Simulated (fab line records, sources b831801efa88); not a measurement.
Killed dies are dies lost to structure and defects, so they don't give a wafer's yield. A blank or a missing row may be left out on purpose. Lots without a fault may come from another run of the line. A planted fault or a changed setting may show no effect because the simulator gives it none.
A struck lot beside a sound one | flow sky130 | 38 steps out of a route of 708
Sound: wafers L480.1, L480.5, L480.6. Struck: wafers L472.2, L472.4, L472.6. The cause comes at the end.
At each step with rows: each side's tool, then ch and its chambers, then its first start. Under that, the readings that differ: sound wafers | struck wafers | difference of the means | sigmas: that difference in standard deviations of wafers without a fault.
alike: readings whose means differ by less than 2 such deviations, and words and numbers that are the same on both sides. not compared: withheld readings, readings that some wafer has no value for, bounds like >300 that may hide the same value, and numbers for which the record gives no deviation and whose values overlap.
The two part at a step that has a row with sigmas, a row that says differs or no value, or rows on one side only. Numbers that don't overlap but have no deviation are shown without sigmas and don't part them. A reading that every wafer of one side lacks parts them only if that side has two wafers or more.

first, 9 steps without rows for these wafers: SKY_VIA3_SPUTTER_20 (material TiN, target thk 20 nm, time 80 s); SKY_VIA3_CVD_21 (deposits W, target thk 390 nm, time 117.31 s); SKY_VIA3_CMP_24 (polishes, stops on SiO2, t overpolish 20 s, target thk 0 nm); SKY_METAL4_SPUTTER_00 (material Ti, target thk 15 nm, time 10 s); SKY_METAL4_SPUTTER_01 (material TiN, target thk 20 nm, time 16.7 s); SKY_METAL4_SPUTTER_02 (material AlCu, target thk 735 nm, time 39.1 s); SKY_METAL4_SPUTTER_03 (material Ti, target thk 5 nm, time 3.3 s); SKY_METAL4_SPUTTER_04 (material TiN, target thk 70 nm, time 58.3 s); SKY_CAP2M_CVD_00 (deposits SiO2, target thk 15.5 nm).
SKY_CAP2M_SPUTTER_02: material TiN, target thk 200 nm, time 166.7 s.
  sound on pvd_sputter-01, day 45 21:50; struck on pvd_sputter-03, day 43 17:04
  reading                                   | sound                | struck               | difference | sigmas
  cathode_dc_power_W (W)                    | 6499.2 6497.9 6499.5 | 5650.7 5654.0 5649.7 | -847.4     | -99 or more
  model.TiN_of_CAP2M_SPUTTER_02.thk_nm (nm) | 199.2 198.5 203.1    | 172.9 174.1 171.3    | -27.5      |
  alike: throttle_valve_pct
SKY_CAP2M_RS_MEAS_03: measures by four-point-probe.
  sound on film_metro-03, day 45 21:56; struck on film_metro-01, day 43 17:11
  reading               | sound          | struck         | difference | sigmas
  CAP2M_TIN_RS (ohm/sq) | 6.95 6.95 6.79 | 8.01 7.99 8.10 | +1.14      | +14
SKY_CAP2M_THK_MEAS_04: measures by xrf.
  sound on film_metro-03, day 45 22:04; struck on film_metro-01, day 43 17:18
  reading            | sound             | struck            | difference | sigmas
  CAP2M_TIN_THK (nm) | 199.7 199.1 203.8 | 173.8 175.9 173.0 | -26.6      | -10
then, 7 steps without rows for these wafers: SKY_CAP2M_DEHYDRATE_05 (time 60 s); SKY_CAP2M_HMDS_06 (prime time 60 s); SKY_CAP2M_COAT_07 (resist thk 1140 nm); SKY_CAP2M_SOFTBAKE_08 (time 60 s); SKY_CAP2M_EXPOSE_09 (exposes mask CAP2M, target cd 1000 nm); SKY_CAP2M_PEB_10; SKY_CAP2M_DEVELOP_11 (develop time 60 s).
SKY_CAP2M_METAL_ETCH_13: etches TiN in Cl2/BCl3, stops on SiO2, target depth 220 nm, time 62.9 s.
  sound on rie_metal-03 ch 0,1, day 46 18:26; struck on rie_metal-04 ch 0, day 44 15:32
  reading                | sound                | struck               | difference | sigmas
  oes_product_au (a.u.)  | 0.938 0.948 0.951    | 0.859 0.863 0.861    | -0.085     | -11
  throttle_valve_pct (%) | 21.882 21.904 21.893 | 21.946 21.942 21.961 | +0.057     | +6
  alike: bcl3_flow_sccm, drypump_motor_current_A
  not compared: rf_hours_counter_h
then, 16 steps without rows for these wafers: SKY_CAP2M_STRIP_14 (strips in O2/N2); SKY_CAP2M_STRIP_15 (strips in post etch residue remover, time 1200 s); SKY_CAP2M_CLEAN_16 (cleans in IPA, time 180 s); SKY_CAP2M_CLEAN_17 (cleans in O3/DIW); SKY_METAL4_DEHYDRATE_05 (time 60 s); SKY_METAL4_HMDS_06 (prime time 60 s); SKY_METAL4_COAT_07 (resist thk 60 nm); SKY_METAL4_COAT_08 (resist thk 1140 nm); SKY_METAL4_SOFTBAKE_09 (time 90 s); SKY_METAL4_EXPOSE_10 (exposes mask MM4, target cd 300 nm); SKY_METAL4_PEB_11; SKY_METAL4_DEVELOP_12 (develop time 60 s); SKY_METAL4_DESCUM_15 (chemistry O2, time 8 s); SKY_METAL4_ETCH_16 (etches BARC in N2/H2, stops on SiO2, time 88.2 s, target depth 60 nm); SKY_METAL4_ETCH_17 (etches SiO2 in C4F8/O2/Ar, stops on TiN, time 3.9 s, target depth 15 nm); SKY_METAL4_METAL_ETCH_18 (etches the open film in Cl2/BCl3, stops on SiO2, target depth 845 nm, time 183.1 s).
SKY_METAL4_STRIP_20: strips in post etch residue remover, time 1200 s.
  sound on wet_bench-01 ch 2, day 47 16:17; struck on wet_bench-02 ch 3, day 45 14:20
  reading                                   | sound             | struck            | difference | sigmas
  model.TiN_of_CAP2M_SPUTTER_02.thk_nm (nm) | 198.3 197.7 202.3 | 172.1 173.3 170.4 | -27.5      |
  alike: temp_c
-- the record jumps here: 3 days lie between the struck wafers' starts before and after (it left off in module METAL4 and takes up again in module PAD_OPEN, whose first step shown is number 708 of the route) --
SKY_PAD_OPEN_PROBE_99:
  sound on prober-02, day 50 19:26; struck on prober-02, day 49 02:07
  reading                               | sound               | struck               | difference | sigmas
  model.etest.cap_mim2.plate_ohm_sq     | 6.049 6.122 5.846   | 7.008 6.922 6.994    | +0.969     |
  model.etest.cap_mim2.bv_v (V)         | 14.08 14.29 14.06   | 13.78 13.95 12.97    | -0.58      |
  model.etest.cap_mim2.leak_log10_a_cm2 | -9.053 -9.138 -9.12 | -8.732 -8.856 -8.604 | +0.373     |
  alike: defect_limited_yield, killed_at_M0_to_M3, killed_at_M4_up, killed_at_contacts, killed_at_front_end, killed_at_other, killed_dies, killed_on_rim, killed_open, killed_short, sort_bin_3_pad_short, sort_bin_5_function, sort_bin_6_memory, sort_n_pass, sort_yield_pct

WHERE THEY PART
First at SKY_CAP2M_SPUTTER_02; last, within this record, at SKY_CAP2M_METAL_ETCH_13. Later steps at which nothing parts them and some readings are alike: SKY_METAL4_STRIP_20, SKY_PAD_OPEN_PROBE_99.

WHY: what the simulator had put in
Process parameter drift: pvd_sputter-03, from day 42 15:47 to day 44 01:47, at SKY_CAP2M_SPUTTER_02. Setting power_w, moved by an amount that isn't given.
